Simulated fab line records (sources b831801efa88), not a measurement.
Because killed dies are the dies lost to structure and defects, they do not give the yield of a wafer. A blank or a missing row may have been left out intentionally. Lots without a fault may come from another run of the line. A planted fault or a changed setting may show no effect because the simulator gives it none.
Comparing a struck lot with a sound one	flow sky130	16 out of 708 route steps
Sound: wafers L592.1, L592.2, L592.6. Wafers L599.1, L599.4, L599.5 were the ones struck. At the end, the cause is stated.
Order at every step that has rows: each side's tool, ch and its chambers, its first start. Under that, the readings that differ: sound wafers	struck wafers	difference of the means	sigmas: that difference in standard deviations of wafers without a fault.
alike: words and numbers the same on both sides, and readings whose means are apart by under 2 such deviations; not compared: readings that were withheld, readings missing a value for some wafer, numbers with overlapping values and no deviation given by the record, and bounds like >300 which may hide the same value.
Wherever a step has rows on one side only, a row that says differs or no value, or a row with sigmas, the two part there. Numbers that have no deviation but don't overlap get no sigmas and don't part them. A reading that every wafer of one side lacks parts them only if that side has two wafers or more.

SKY_VT_ADJUST_LVTN_OVL_MEAS_07:
  struck on overlay-02, day 10 03:56; sound on overlay-02, day 8 07:50
  alike: VT_ADJUST_LVTN_OVL
then, 1 step without rows for these wafers: SKY_VT_ADJUST_LVTN_IMPLANT_08.
SKY_VT_ADJUST_LVTN_STRIP_09: strips in O2/N2.
  sound on plasma_asher-04 ch 0,1, day 8 08:02; struck on plasma_asher-03 ch 0,1, day 10 04:08
  alike: drypump_motor_current_A, oes_product_au, strip_time_to_endpoint_s
  not compared: rf_hours_counter_h
SKY_VT_ADJUST_LVTN_TW_MEAS_10:
  struck on film_metro-02, day 10 04:16; sound on film_metro-02, day 8 08:08
  alike: VT_ADJUST_LVTN_TW
then, 7 steps without rows for these wafers: SKY_VT_ADJUST_LVTN_DEHYDRATE_11 (time 60 s); SKY_VT_ADJUST_LVTN_HMDS_12 (prime time 60 s); SKY_VT_ADJUST_LVTN_COAT_13 (resist thk 1140 nm); SKY_VT_ADJUST_LVTN_SOFTBAKE_14 (time 60 s); SKY_VT_ADJUST_LVTN_EXPOSE_15 (exposes mask HVN STD DERIVED, target cd 600 nm); SKY_VT_ADJUST_LVTN_PEB_16; SKY_VT_ADJUST_LVTN_DEVELOP_17 (develop time 60 s).
SKY_VT_ADJUST_LVTN_OVL_MEAS_18:
  struck on overlay-01, day 11 02:52; sound on overlay-01, day 9 04:01
  alike: VT_ADJUST_LVTN_01_OVL
SKY_VT_ADJUST_LVTN_IMPLANT_19:
  sound on implanter-02 ch 0, day 9 04:03; struck on implanter-03 ch 0, day 11 02:54
reading	sound	struck	difference	sigmas
implant_ion_amu	11 11 11	49 49 49	+38	
model.implant.rp_nm (nm)	99.3 99.3 99.3	23.83 23.83 23.83	-75.47	
model.implant.drp_nm (nm)	42.97 42.97 42.97	12.97 12.97 12.97	-30.00	
  alike: faraday_current_uA
SKY_VT_ADJUST_LVTN_STRIP_20: strips in O2/N2.
  sound on plasma_asher-03 ch 0,1, day 9 04:12; struck on plasma_asher-02 ch 0,1, day 11 03:03
  alike: drypump_motor_current_A, oes_product_au, strip_time_to_endpoint_s
  not compared: rf_hours_counter_h
SKY_VT_ADJUST_LVTN_TW_MEAS_21:
  struck on film_metro-01, day 11 03:22; sound on film_metro-02, day 9 04:18
reading	sound	struck	difference	sigmas
VT_ADJUST_LVTN_2_TW	186.2 186.0 185.7	285.9 286.9 286.2	+100.4	+99 or more
  not compared: hold
SKY_PAD_OPEN_PROBE_99:
  rows exist in the record for the sound wafers here (prober-01, day 47 02:05), none for the struck ones

## WHERE THEY PART
Last at SKY_PAD_OPEN_PROBE_99 as far as this record goes, first at SKY_VT_ADJUST_LVTN_TW_MEAS_21.

WHY: whatever the simulator had introduced
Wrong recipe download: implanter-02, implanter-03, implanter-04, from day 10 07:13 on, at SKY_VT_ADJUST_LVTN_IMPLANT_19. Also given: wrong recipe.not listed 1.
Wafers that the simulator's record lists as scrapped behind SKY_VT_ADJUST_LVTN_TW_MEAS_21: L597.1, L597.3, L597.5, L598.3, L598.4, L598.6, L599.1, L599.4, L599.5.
